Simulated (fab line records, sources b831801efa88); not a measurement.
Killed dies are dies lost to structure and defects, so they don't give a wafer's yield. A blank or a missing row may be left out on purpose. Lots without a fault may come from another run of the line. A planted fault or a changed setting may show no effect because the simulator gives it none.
fab line records | flow gf180mcu
record lots=14 wafers=42 last_day=34
route steps=602 shown STI@1 DNWELL@40
lots that met no fault: from a run of the same line without faults
start_h: hours from the record's first day to the start of the lot's first wafer shown | wait_h: hours since the lot's step before | " the same as in the row above | L1.1+2: a row that stands for several wafers | - no value, or no start given | * or withheld: withheld | < > ~ a bound
route shown NAME@n: a module of which the file shows steps, and the number in the route of the first | usual: mean/standard deviation of fault-free wafers | same: alike in all rows | chamber/n: place in a boat | sites: the reading at each site | _std_site: their standard deviation | _edge_site: outer sites' mean less inner sites' | radius_mm: how far each site lies from the wafer's centre | mask NAME#n: copy n | behind: the tool/chamber that last shaped the wafer | hold: why the lot was held/for how many hours/how that ended | device: the transistor (n, p or np) that didn't switch | end of line: the same wafers' tests at the end of the route | a step without rows: its recipe alone | killed: dies lost to structure and defects at the first sort, not the wafer's yield | map: a wafer's dies, x killed, . not, _ none there
set.NAME: the setting as run; set.NAME@STEP: as run at that earlier step | model.NAME: the simulator's own value behind a step, which no gauge read
steps of the route over a sample of lots; a table a step, a row a wafer
services: from which hour (start_h, from the record's first day; less than 0 if before it) a tool's chamber was out of use, for how many hours, and why
## steps
# step GF_STI_BOW_MEAS_00
# recipe mode=bow
# usual INCOMING_BOW=-1/6.1
# columns lot.wafer tool chamber start_h wait_h INCOMING_BOW[um]
L176.1 film_metro-03 - 10.00 - -3
L176.2 " - " " 1
L176.5 " - " " -7
L177.1 film_metro-02 - 15.00 - 3
L177.4 " - " " 4
L177.5 " - " " 1
L178.1 film_metro-02 - 20.00 - -4
L178.4 " - " " 9
L178.5 " - " " 9
L182.2 film_metro-02 - 40.12 - 3
L182.3 " - " " -3
L182.5 " - " " 2
L183.3 film_metro-03 - 45.04 - -12
L183.5 " - " " -13
L183.6 " - " " -20
L188.1 film_metro-03 - 70.00 - 6
L188.2 " - " " -8
L188.5 " - " " -4
L189.1 film_metro-03 - 75.00 - 1
L189.2 " - " " -6
L189.3 " - " " -2
L190.2 film_metro-04 - 80.02 - -13
L190.4 " - " " 1
L190.5 " - " " -5
L191.4 film_metro-03 - 85.06 - 5
L191.5 " - " " 4
L191.6 " - " " 8
L192.1 film_metro-02 - 90.00 - 9
L192.2 " - " " -7
L192.6 " - " " 0
L195.1 film_metro-02 - 105.00 - 0
L195.2 " - " " 6
L195.5 " - " " 4
L196.2 film_metro-04 - 110.02 - -3
L196.3 " - " " 3
L196.5 " - " " -3
L198.3 film_metro-02 - 120.04 - -1
L198.5 " - " " -2
L198.6 " - " " 4
L199.1 film_metro-02 - 125.00 - 9
L199.2 " - " " 9
L199.6 " - " " -7
# step GF_STI_THK_MEAS_04
# recipe reads=Si3N4_of_STI_CVD_03
# usual STI_CVD_03_THK=207.6/1.7
# columns lot.wafer tool chamber start_h wait_h STI_CVD_03_THK[nm]
L176.1 film_metro-03 - 16.61 0.0 208.4
L176.2 " - " " 208.5
L176.5 " - " " 208.2
L177.1 film_metro-04 - 19.26 0.0 207.6
L177.4 " - " " 207.9
L177.5 " - " " 208.3
L178.1 film_metro-03 - 23.56 0.0 203.2
L178.4 " - " " 204.6
L178.5 " - " " 201.3
L182.2 film_metro-02 - 44.89 0.0 207.9
L182.3 " - " " 207.5
L182.5 " - " " 208.6
L183.3 film_metro-02 - 49.08 0.0 207.3
L183.5 " - " " 208.0
L183.6 " - " " 205.5
L188.1 film_metro-03 - 73.56 0.0 208.5
L188.2 " - " " 208.1
L188.5 " - " " 205.4
L189.1 film_metro-02 - 78.56 0.0 207.0
L189.2 " - " " 207.0
L189.3 " - " " 206.4
L190.2 film_metro-04 - 83.57 0.0 211.4
L190.4 " - " " 209.9
L190.5 " - " " 210.3
L191.4 film_metro-02 - 88.95 0.0 207.8
L191.5 " - " " 208.7
L191.6 " - " " 205.8
L192.1 film_metro-04 - 93.56 0.0 206.1
L192.2 " - " " 207.4
L192.6 " - " " 205.6
L195.1 film_metro-04 - 109.55 0.0 208.3
L195.2 " - " " 208.0
L195.5 " - " " 208.5
L196.2 film_metro-04 - 113.57 0.0 209.7
L196.3 " - " " 209.2
L196.5 " - " " 207.1
L198.3 film_metro-03 - 124.57 0.0 207.1
L198.5 " - " " 208.6
L198.6 " - " " 210.1
L199.1 film_metro-02 - 129.17 0.0 208.2
L199.2 " - " " 209.8
L199.6 " - " " 209.0
# step GF_STI_EXPOSE_09
# recipe mask_id=COMP target_cd_nm=220 na=0.68 source_shape=conventional sigma_outer=0.6 dose_mj=28
# usual exposure_dose_mJ_cm2=27.550/0.023 focus_offset_nm=0.0/0.52
# columns lot.wafer tool chamber start_h wait_h mask exposure_dose_mJ_cm2 focus_offset_nm
L176.1 krf_scanner-02 0 22.73 - COMP#0 27.543 -1.2
L176.2 " 0 " " COMP#0 27.550 -0.1
L176.5 " 0 " " COMP#0 27.513 -0.6
L177.1 krf_scanner-01 0 25.68 - COMP#0 27.566 -0.7
L177.4 " 0 " " COMP#0 27.549 0.0
L177.5 " 0 " " COMP#0 27.561 0.6
L178.1 krf_scanner-01 0 28.95 - COMP#0 27.534 -0.1
L178.4 " 0 " " COMP#0 27.556 -0.5
L178.5 " 0 " " COMP#0 27.551 -0.5
L182.2 krf_scanner-02 - 50.95 - COMP#0 - -
L182.3 " - " " COMP#0 - -
L182.5 " - " " COMP#0 - -
L183.3 krf_scanner-01 - 55.42 - COMP#0 - -
L183.5 " - " " COMP#0 - -
L183.6 " - " " COMP#0 - -
L188.1 krf_scanner-02 0 80.21 - COMP#0 27.558 -0.9
L188.2 " 0 " " COMP#0 27.552 0.6
L188.5 " 0 " " COMP#0 27.567 0.1
L189.1 krf_scanner-01 0 85.48 - COMP#0 27.583 0.2
L189.2 " 0 " " COMP#0 27.572 1.2
L189.3 " 0 " " COMP#0 27.586 0.0
L190.2 krf_scanner-02 0 90.65 - COMP#0 27.553 0.1
L190.4 " 0 " " COMP#0 27.564 0.6
L190.5 " 0 " " COMP#0 27.565 0.1
L191.4 krf_scanner-01 0 95.59 - COMP#0 27.558 -1.8
L191.5 " 0 " " COMP#0 27.562 -0.5
L191.6 " 0 " " COMP#0 27.564 -1.2
L192.1 krf_scanner-01 0 100.75 - COMP#0 27.554 -1.0
L192.2 " 0 " " COMP#0 27.585 0.4
L192.6 " 0 " " COMP#0 27.553 -0.2
L195.1 krf_scanner-02 0 116.60 - COMP#0 27.533 0.3
L195.2 " 0 " " COMP#0 27.529 -0.5
L195.5 " 0 " " COMP#0 27.579 -0.4
L196.2 krf_scanner-02 0 120.62 - COMP#0 27.510 0.1
L196.3 " 0 " " COMP#0 27.542 -0.5
L196.5 " 0 " " COMP#0 27.548 -0.2
L198.3 krf_scanner-01 0 132.14 - COMP#0 27.553 0.3
L198.5 " 0 " " COMP#0 27.527 -0.6
L198.6 " 0 " " COMP#0 27.527 0.0
L199.1 krf_scanner-01 0 137.05 - COMP#0 27.519 -0.4
L199.2 " 0 " " COMP#0 27.515 0.2
L199.6 " 0 " " COMP#0 27.523 0.2
# step GF_DNWELL_STRIP_08
# recipe chemistry=O2/N2 power_w=1400 pressure_mtorr=1500 platen_temp_c=250 o2_flow_sccm=3000 n2_flow_sccm=300 overash_fraction=0.5
# usual drypump_motor_current_A=5.9/0.39 heater_power_w=315/14 oes_product_au=0.722/0.0049 strip_time_to_endpoint_s=36.96/0.096
# columns lot.wafer tool chamber start_h wait_h drypump_motor_current_A heater_power_w oes_product_au rf_hours_counter_h strip_time_to_endpoint_s
L176.1 plasma_asher-03 1 45.31 0.1 5.1 298 0.715 41 36.89
L176.2 " 0 " " 5.9 324 0.717 41 36.90
L176.5 " 1 " " 5.1 287 0.718 - 36.88
L177.1 plasma_asher-04 0 49.30 0.1 6.3 339 0.717 38 37.05
L177.4 " 0 " " 6.3 330 0.715 - 37.12
L177.5 " 0 " " 6.3 335 0.724 - 36.98
L178.1 plasma_asher-04 0 58.10 0.1 6.3 337 0.725 39 36.93
L178.4 " 0 " " 6.3 332 0.715 - 36.95
L178.5 " 1 " " 6.2 307 0.717 - 36.95
L188.1 plasma_asher-04 1 106.20 0.1 6.2 310 0.726 44 37.03
L188.2 " 0 " " 6.3 332 0.717 44 36.89
L188.5 " 0 " " 6.3 331 0.711 - 36.94
L189.1 plasma_asher-04 1 110.20 0.1 6.3 308 0.731 45 36.84
L189.2 " 0 " " 6.3 340 0.718 45 36.97
L189.3 " 1 " " 6.2 311 0.725 - 37.02
L190.2 plasma_asher-02 1 116.15 0.1 6.2 332 0.723 31 36.88
L190.4 " 0 " " 5.6 293 0.718 - 36.92
L190.5 " 1 " " 6.2 322 0.721 - 36.97
L191.4 plasma_asher-02 1 121.74 0.1 6.2 336 0.720 - 37.15
L191.5 " 1 " " 6.2 326 0.735 - 37.13
L191.6 " 0 " " 5.6 302 0.728 - 37.12
L192.1 plasma_asher-04 0 127.65 0.1 6.3 348 0.727 47 37.02
L192.2 " 1 " " 6.2 311 0.720 47 37.06
L192.6 " 1 " " 6.2 311 0.720 - 37.03
L195.1 plasma_asher-03 1 144.05 0.1 5.1 294 0.724 51 36.90
L195.2 " 0 " " 5.9 306 0.728 51 36.88
L195.5 " 1 " " 5.1 301 0.731 - 36.94
L196.2 plasma_asher-02 1 147.55 0.1 6.2 331 0.716 34 37.04
L196.3 " 0 " " 5.7 303 0.725 - 37.12
L196.5 " 1 " " 6.2 325 0.721 - 37.14
L198.3 plasma_asher-02 0 161.89 0.1 5.7 313 0.719 - 37.00
L198.5 " 0 " " 5.6 302 0.717 - 37.01
L198.6 " 1 " " 6.2 326 0.718 - 36.89
L199.1 plasma_asher-04 1 165.60 0.1 6.2 314 0.714 51 36.96
L199.2 " 0 " " 6.3 329 0.723 51 36.97
L199.6 " 0 " " 6.4 336 0.719 - 37.05
## services
# columns tool chamber start_h hours kind
krf_scanner-02 - -0.79 0.8 pm
plasma_asher-02 - 5.00 2.8 pm
krf_scanner-01 0 5.92 - calibration
krf_scanner-01 - 6.98 1.3 pm
krf_scanner-01 - 21.50 0.8 pm
krf_scanner-01 - 22.25 1.0 pm
krf_scanner-01 - 45.25 0.8 pm
krf_scanner-02 - 52.63 1.0 pm
krf_scanner-02 - 87.14 1.3 pm
plasma_asher-03 - 92.95 1.1 repair
krf_scanner-01 - 111.75 0.7 repair
krf_scanner-01 - 120.45 0.7 repair
krf_scanner-02 0 133.02 - calibration
plasma_asher-03 - 139.57 2.4 repair
krf_scanner-02 - 145.67 7.2 pm
krf_scanner-02 - 158.35 3.3 repair
## key
first_sign step=GF_STI_EXPOSE_09 reading=tool_record direction=missing
effect none on later readings
met_at GF_STI_EXPOSE_09
struck_lots L182,L183
later_rows_left_out L182.2,L182.3,L182.5,L183.3,L183.5,L183.6
sort_left_out L182.2,L182.3,L182.5,L183.3,L183.5,L183.6
tester_left_out L182,L183
not_acting_at GF_STI_BOW_MEAS_00,GF_STI_THK_MEAS_04,GF_DNWELL_STRIP_08
onset_between 28.95 50.95
fault kind=skipped_step_whole tool=krf_scanner-01,krf_scanner-02 chamber=- onset_h=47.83 steps=GF_STI_EXPOSE_09 scope=struck_lots_only
# tester_left_out: of these lots the tester's yield and bins aren't shown, on N5 and GAA mostly nor the transistor test; their killed dies are dies lost to structure and defects alone, not to doping, threshold or leakage, so they don't give the yield
# sort_left_out: the simulated sort isn't trusted on such a fault, so these wafers' sort isn't shown, and their yield isn't known
# later_rows_left_out: the simulator's readings of these wafers behind a module that went badly wrong aren't trusted and aren't shown, but for the sort
